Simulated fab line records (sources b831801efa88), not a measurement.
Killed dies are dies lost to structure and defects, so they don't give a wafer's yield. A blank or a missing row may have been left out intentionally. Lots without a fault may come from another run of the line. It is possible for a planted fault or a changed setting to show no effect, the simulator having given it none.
Which tool was responsible? :: flow sfq_line :: 42 wafers sampled from 14 lots at 1 step of a route of 325

== WHAT EACH GAUGE READ, for each wafer ==
The record holds no reading of a measuring or inspecting step that can be judged against a usual standard deviation.

== EACH LOT AND THE TOOL THAT RAN IT (in order: tool; ch and the chambers of the sampled wafers; start) ==
lot: L504
SFQ_TRILAYER_M7_LITHO_COAT_177: litho_track-01 ch 0, day 69 06:35

lot: L505
SFQ_TRILAYER_M7_LITHO_COAT_177: litho_track-01 ch 0, day 70 07:50

lot: L506
SFQ_TRILAYER_M7_LITHO_COAT_177: litho_track-01 ch 0, day 70 10:08

lot: L507
SFQ_TRILAYER_M7_LITHO_COAT_177: litho_track-04 ch 0, day 70 13:53

lot: L513
SFQ_TRILAYER_M7_LITHO_COAT_177: litho_track-01 ch 0, day 71 21:49

lot: L514
SFQ_TRILAYER_M7_LITHO_COAT_177: litho_track-04 ch 0, day 73 01:10

lot: L515
SFQ_TRILAYER_M7_LITHO_COAT_177: litho_track-03 ch 0, day 73 04:52

lot: L518
SFQ_TRILAYER_M7_LITHO_COAT_177: litho_track-04 ch 0, day 73 09:35

lot: L519
SFQ_TRILAYER_M7_LITHO_COAT_177: litho_track-04 ch 0, day 73 19:16

lot: L520
SFQ_TRILAYER_M7_LITHO_COAT_177: litho_track-01 ch 0, day 74 02:22

lot: L521
SFQ_TRILAYER_M7_LITHO_COAT_177: litho_track-04 ch 0, day 74 06:08

lot: L522
SFQ_TRILAYER_M7_LITHO_COAT_177: litho_track-03 ch 0, day 75 08:01

lot: L524
SFQ_TRILAYER_M7_LITHO_COAT_177: litho_track-01 ch 0, day 75 17:40

lot: L525
SFQ_TRILAYER_M7_LITHO_COAT_177: litho_track-01 ch 0, day 75 21:53
- SFQ_TRILAYER_M7_LITHO_COAT_177: resist thk 600 nm.

== AS READ BY THE TOOLS THEMSELVES (means over the sampled wafers that have a number; for cases with no such wafer, the mark the record gives instead) ==
SFQ_TRILAYER_M7_LITHO_COAT_177. Usual: spin_speed_rpm reads 3000.0 rpm (standard deviation 1.8).
lot: L504
tool: litho_track-01
spin_speed_rpm (rpm): 3003.1
flag: 

lot: L505
tool: litho_track-01
spin_speed_rpm (rpm): 2999.3
flag: 

lot: L506
tool: litho_track-01
spin_speed_rpm (rpm): 3155.7
flag: OFF

lot: L507
tool: litho_track-04
spin_speed_rpm (rpm): 2999.9
flag: 

lot: L513
tool: litho_track-01
spin_speed_rpm (rpm): 3153.8
flag: OFF

lot: L514
tool: litho_track-04
spin_speed_rpm (rpm): 3000.8
flag: 

lot: L515
tool: litho_track-03
spin_speed_rpm (rpm): 2999.5
flag: 

lot: L518
tool: litho_track-04
spin_speed_rpm (rpm): 3000.1
flag: 

lot: L519
tool: litho_track-04
spin_speed_rpm (rpm): 2999.2
flag: 

lot: L520
tool: litho_track-01
spin_speed_rpm (rpm): 3002.0
flag: 

lot: L521
tool: litho_track-04
spin_speed_rpm (rpm): 2997.7
flag: 

lot: L522
tool: litho_track-03
spin_speed_rpm (rpm): 2999.5
flag: 

lot: L524
tool: litho_track-01
spin_speed_rpm (rpm): 2997.4
flag: 

lot: L525
tool: litho_track-01
spin_speed_rpm (rpm): 2999.6
flag: 

== THE ANSWER, worked out from the rows above alone ==
Rule: take the mean of a lot's wafers that have a number; if it is more than 3 standard deviations from the usual mean, the lot is off. Also off: a lot with no number at a reading for which 4 or more lots have one. Where the step has rows for the other lots, those lots are counted as sound. After the gauges, taken in route order, come the tools' own readings; for these a lot's mean is taken, as printed above. The first step at which some lot is off is used, and at that step the reading that is off furthest; a lot without a number counts as furthest.
Off: L506, L513, at SFQ_TRILAYER_M7_LITHO_COAT_177 (spin_speed_rpm).
If a tool, at that step or one of the process steps before it, ran each lot that is off and ran no sound lot following the first of them, it fits. None of those tried fits.

== WHAT HAD BEEN PUT IN BY THE SIMULATOR ==
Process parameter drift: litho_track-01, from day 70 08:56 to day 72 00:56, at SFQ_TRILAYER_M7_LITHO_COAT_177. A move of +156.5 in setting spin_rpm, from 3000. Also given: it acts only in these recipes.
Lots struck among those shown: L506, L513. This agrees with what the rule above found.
